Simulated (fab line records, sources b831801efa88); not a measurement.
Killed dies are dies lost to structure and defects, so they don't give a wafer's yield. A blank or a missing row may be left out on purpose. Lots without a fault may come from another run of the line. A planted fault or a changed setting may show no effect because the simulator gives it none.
Chamber matching | flow sky130 | SKY_VIA4_CMP_21 on cmp-02: 4 sister chambers
The step polishes, stops on SiO2, t overpolish 25 s, target thk 0 nm. 14 wafers are shown with their chamber, then 6 later ones without.

WAFERS WITH THEIR CHAMBER
wafer  | chamber | motor_current_A (A) | overpolish_run_s (s) | platen_rpm (rpm)
L332.1 | 0       | 11.1                | 25.002               | 59.98
L332.2 | 2       | 12.9                | 25.004               | 59.97
L332.3 | 1       | 9.6                 | 24.991               | 60.05
L340.4 | 2       | 12.4                | 24.989               | 60.02
L340.5 | 1       | 9.4                 | 24.997               | 60.02
L340.6 | 2       | 12.3                | 24.999               | 60.04
L341.2 | 2       | 12.0                | 24.993               | 60.04
L341.3 | 3       | 11.5                | 25.016               | 59.92
L341.5 | 0       | 10.9                | 25.005               | 60.03
L342.2 | 2       | 12.7                | 24.998               | 59.91
L342.3 | 1       | 9.2                 | 24.997               | 59.99
L342.5 | 1       | 9.6                 | 25.009               | 59.91
L343.1 | 3       | 10.8                | 25.004               | 59.97
L343.4 | 1       | 9.6                 | 24.998               | 60.01

SIGNATURES (means of the wafers above)
reading          | chamber 0 | chamber 1 | chamber 2 | chamber 3 | scatter within a chamber
motor_current_A  | 11.000    | 9.480     | 12.460    | 11.150    | 0.297
overpolish_run_s | 25.00350  | 24.99840  | 24.99660  | 25.01000  | 0.00617
platen_rpm       | 60.0050   | 59.9960   | 59.9960   | 59.9450   | 0.0511
Rule: a wafer's distance from a chamber is the root of the sum, over the readings, of the square of ((its reading less the chamber's mean) divided by the reading's scatter). The wafer belongs to the nearest chamber; if the next one is less than 2 further off, it can't be placed. The scatter: the root of (the sum of the squares of (reading less its chamber's mean) over the shown wafers, divided by (wafers less chambers)).

WAFERS WITHOUT THEIR CHAMBER
wafer  | motor_current_A (A) | overpolish_run_s (s) | platen_rpm (rpm)
L343.6 | 9.5                 | 24.994               | 60.00
L344.2 | 11.0                | 24.993               | 60.06
L344.3 | 12.3                | 25.019               | 59.99
L344.4 | 10.4                | 24.998               | 59.99
L349.3 | 12.6                | 25.005               | 60.05
L349.6 | 12.2                | 24.999               | 60.04

WHICH CHAMBER EACH WENT THROUGH
wafer  | from the rows above          | in truth
L343.6 | 1                            | 1
L344.2 | can't be placed: 0 or 3      | 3
L344.3 | can't be placed: 2 or 3 or 0 | 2
L344.4 | can't be placed: 0 or 1 or 3 | 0
L349.3 | 2                            | 2
L349.6 | 2                            | 2
Placed correctly: 3 of 6. Can't be placed from these rows: 3 (the true chamber is among the candidates in 3). Placed wrongly: 0.
